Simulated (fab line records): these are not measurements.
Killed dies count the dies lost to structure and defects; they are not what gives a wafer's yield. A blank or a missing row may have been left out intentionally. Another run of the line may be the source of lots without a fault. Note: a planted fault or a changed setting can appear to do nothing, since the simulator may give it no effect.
The tool behind it: which one?    flow gf180mcu    Sampling: 11 lots, 33 wafers, 5 of 602 route steps

WHAT THE GAUGES SHOWED, per wafer
GF_V3_OVL_MEAS_15. Usual: V3_OVL gives 4 nm (standard deviation 5.3).
lot   measured      on          V3_OVL (nm)  flag
L797  day 22 14:07  overlay-01  5 10 10      
L798  day 22 15:58  overlay-02  7 0 1        
L801  day 23 18:39  overlay-01  14 13 9      
L802  day 24 01:31  overlay-01  -6 1 -2      
L813  day 27 12:31  overlay-02  10 11 9      
L816  day 28 14:31  overlay-02  2 -10 7      
L817  day 28 18:18  overlay-01  -2 4 9       
L820  day 29 23:19  overlay-01  8 -2 7       

EACH LOT AND THE TOOL THAT RAN IT (in order: tool; ch and the chambers of the sampled wafers; start)
lot   GF_V2_SPUTTER_21              GF_M3_SPUTTER_04              GF_M3_METAL_ETCH_16                GF_M3_STRIP_17
L797  pvd sputter-02, day 20 11:59  pvd sputter-04, day 20 12:52  rie metal-02 ch 0,1, day 21 13:17  plasma asher-04 ch 0, day 21 13:25
L798  pvd sputter-03, day 20 14:12  pvd sputter-04, day 20 15:05  rie metal-03 ch 0,1, day 21 15:19  plasma asher-04 ch 0,1, day 21 15:26
L801  pvd sputter-03, day 21 19:10  pvd sputter-04, day 21 20:02  rie metal-02 ch 0, day 22 18:47    plasma asher-02 ch 0,1, day 22 18:54
L802  pvd sputter-02, day 22 01:23  pvd sputter-04, day 22 02:16  rie metal-03 ch 0,1, day 23 01:50  plasma asher-04 ch 0,1, day 23 01:58
L803  pvd sputter-01, day 22 21:52  pvd sputter-04, day 22 22:44  rie metal-02 ch 0,1, day 23 21:14  plasma asher-04 ch 0,1, day 23 21:22
L805  pvd sputter-01, day 23 00:20  pvd sputter-02, day 23 01:13  rie metal-03 ch 0,1, day 23 23:44  plasma asher-04 ch 0,1, day 23 23:52
L806  pvd sputter-01, day 23 14:14  pvd sputter-04, day 23 15:13  rie metal-03 ch 0, day 24 13:02    plasma asher-02 ch 1, day 24 13:10
L813  pvd sputter-03, day 25 17:25  pvd sputter-04, day 25 18:18  rie metal-02 ch 1, day 26 15:08    plasma asher-01 ch 0,1, day 26 15:16
L816  pvd sputter-01, day 26 20:11  pvd sputter-04, day 26 21:04  rie metal-03 ch 1, day 27 17:25    plasma asher-01 ch 0,1, day 27 17:34
L817  pvd sputter-03, day 26 23:28  pvd sputter-04, day 27 00:20  rie metal-02 ch 0,1, day 27 21:02  plasma asher-04 ch 0,1, day 27 21:10
L820  pvd sputter-01, day 28 06:02  pvd sputter-04, day 28 06:55  rie metal-02 ch 0, day 29 02:42    plasma asher-04 ch 0,1, day 29 02:58
- GF_V2_SPUTTER_21: material Ti, target thk 15 nm, time 80.02 s.
- GF_M3_SPUTTER_04: material TiN, target thk 50 nm, time 41.7 s.
- GF_M3_METAL_ETCH_16: etches the open film in Cl2/BCl3, stops on SiO2, target depth 750.8 nm, time 125.1 s.
- GF_M3_STRIP_17: strips in O2/N2.

AS READ BY THE TOOLS THEMSELVES (means over the sampled wafers that have a number; for cases with no such wafer, the mark the record gives instead)
GF_V2_SPUTTER_21. Usual: cathode dc power W 2500.0 W, standard deviation 0.46; throttle valve pct 29.7 %, standard deviation 1.4.
lot   tool            cathode dc power W (W)  throttle valve pct (%)  flag
L797  pvd sputter-02  2500.2                  30.9                    
L798  pvd sputter-03  2499.8                  31.4                    
L801  pvd sputter-03  2500.0                  30.6                    
L802  pvd sputter-02  2499.6                  29.9                    
L803  pvd sputter-01  2500.0                  28.6                    
L805  pvd sputter-01  2500.3                  29.5                    
L806  pvd sputter-01  2499.9                  29.9                    
L813  pvd sputter-03  2500.3                  29.8                    
L816  pvd sputter-01  2500.1                  30.2                    
L817  pvd sputter-03  2499.7                  30.7                    
L820  pvd sputter-01  2500.5                  30.0                    

GF_M3_SPUTTER_04. Usual: cathode dc power W 6500.1 W, standard deviation 1.2; throttle valve pct 30.0 %, standard deviation 1.2.
lot   tool            cathode dc power W (W)  throttle valve pct (%)  flag
L797  pvd sputter-04  6498.5                  30.6                    
L798  pvd sputter-04  6499.8                  30.5                    
L801  pvd sputter-04  6499.6                  29.9                    
L802  pvd sputter-04  6500.8                  30.0                    
L803  pvd sputter-04  6500.0                  30.1                    
L805  pvd sputter-02  6499.6                  29.6                    
L806  pvd sputter-04  6499.1                  30.4                    
L813  pvd sputter-04  6500.3                  31.3                    
L816  pvd sputter-04  6499.9                  31.3                    
L817  pvd sputter-04  6500.1                  30.3                    
L820  pvd sputter-04  6500.3                  30.5                    

GF_M3_METAL_ETCH_16. Usual: for bcl3 flow sccm, 40.00 sccm with a standard deviation of 0.12; for bias w, 140.0 W with a standard deviation of 0.4; for drypump motor current A, 5.5 A with a standard deviation of 0.44; for he backside leak sccm, 3.3 sccm with a standard deviation of 0.32; for mfc cl2 sccm, 79.96 sccm with a standard deviation of 0.24; for oes product au, 0.990 a.u. with a standard deviation of 0.0061; for throttle valve pct, 28.230 % with a standard deviation of 0.012.
lot   tool          bcl3 flow sccm (sccm)  bias w (W)  drypump motor current A (A)  he backside leak sccm (sccm)  mfc cl2 sccm (sccm)  oes product au (a.u.)  throttle valve pct (%)  flag
L797  rie metal-02  39.96                  140.0       5.6                          3.3                           80.21                0.991                  28.222                  
L798  rie metal-03  39.97                  139.8       5.3                          3.1                           79.80                0.993                  28.221                  
L801  rie metal-02  40.07                  139.9       5.1                          3.3                           80.03                0.988                  28.236                  
L802  rie metal-03  40.08                  139.5       5.6                          3.6                           79.71                0.992                  28.228                  
L803  rie metal-02  -                      -           -                            -                             -                    -                      -                       OFF
L805  rie metal-03  -                      -           -                            -                             -                    -                      -                       OFF
L806  rie metal-03  -                      -           -                            -                             -                    -                      -                       OFF
L813  rie metal-02  40.01                  140.2       5.9                          3.4                           80.21                0.994                  28.221                  
L816  rie metal-03  39.90                  140.2       6.0                          3.1                           79.98                0.989                  28.235                  
L817  rie metal-02  39.97                  139.8       5.3                          3.4                           79.76                0.989                  28.224                  
L820  rie metal-02  39.93                  139.7       5.1                          3.4                           79.62                0.988                  28.225                  

GF_M3_STRIP_17. Usual: drypump motor current A 5.6 A, standard deviation 0.59; heater power w 317 W, standard deviation 20; n2 flow sccm 300.0 sccm, standard deviation 0.91; oes product au 0.537 a.u., standard deviation 0.0053; platen temp c 250.04 C, standard deviation 0.17; strip time to endpoint s 7.38 s, standard deviation 0.053.
lot   tool             drypump motor current A (A)  heater power w (W)  n2 flow sccm (sccm)  oes product au (a.u.)  platen temp c (C)  strip time to endpoint s (s)  flag
L797  plasma asher-04  4.8                          302                 299.5                0.539                  250.01             7.33                          
L798  plasma asher-04  5.7                          295                 298.5                0.533                  250.19             7.35                          
L801  plasma asher-02  5.6                          329                 300.2                0.542                  250.27             7.45                          
L802  plasma asher-04  5.7                          297                 300.7                0.540                  250.08             7.38                          
L803  plasma asher-04  5.2                          299                 299.6                0.663                  250.01             10.19                         OFF
L805  plasma asher-04  5.2                          299                 300.2                0.659                  250.23             10.17                         OFF
L806  plasma asher-02  5.3                          320                 300.6                0.658                  250.07             10.20                         OFF
L813  plasma asher-01  5.7                          332                 299.5                0.531                  249.98             7.29                          
L816  plasma asher-01  5.6                          346                 300.1                0.536                  249.88             7.39                          
L817  plasma asher-04  5.6                          299                 299.6                0.538                  249.83             7.40                          
L820  plasma asher-04  5.2                          297                 300.1                0.542                  250.04             7.42                          

THE ANSWER, worked out from the rows above alone
Rule: take the mean of a lot's wafers that have a number; if it is more than 3 standard deviations from the usual mean, the lot is off. A lot without any number at a reading at which 4 lots or more have one is off too. Where the step has rows for the other lots, those lots are counted as sound. Order of review: gauges by route order, followed by the tools' own readings, for which a lot's mean as printed above is used. At the first step where some lot is off, the reading lying furthest off is the one used; lots without a number count as furthest.
Off: L803, L805, L806, at GF_M3_METAL_ETCH_16 (bcl3 flow sccm). Without a number there: L803, L805, L806.
A tool fits if, at that step or a process step before it, it ran every lot that is off, and no sound lot after the first of them. Of those tried, none fits.

WHAT THE SIMULATOR HAD INSERTED
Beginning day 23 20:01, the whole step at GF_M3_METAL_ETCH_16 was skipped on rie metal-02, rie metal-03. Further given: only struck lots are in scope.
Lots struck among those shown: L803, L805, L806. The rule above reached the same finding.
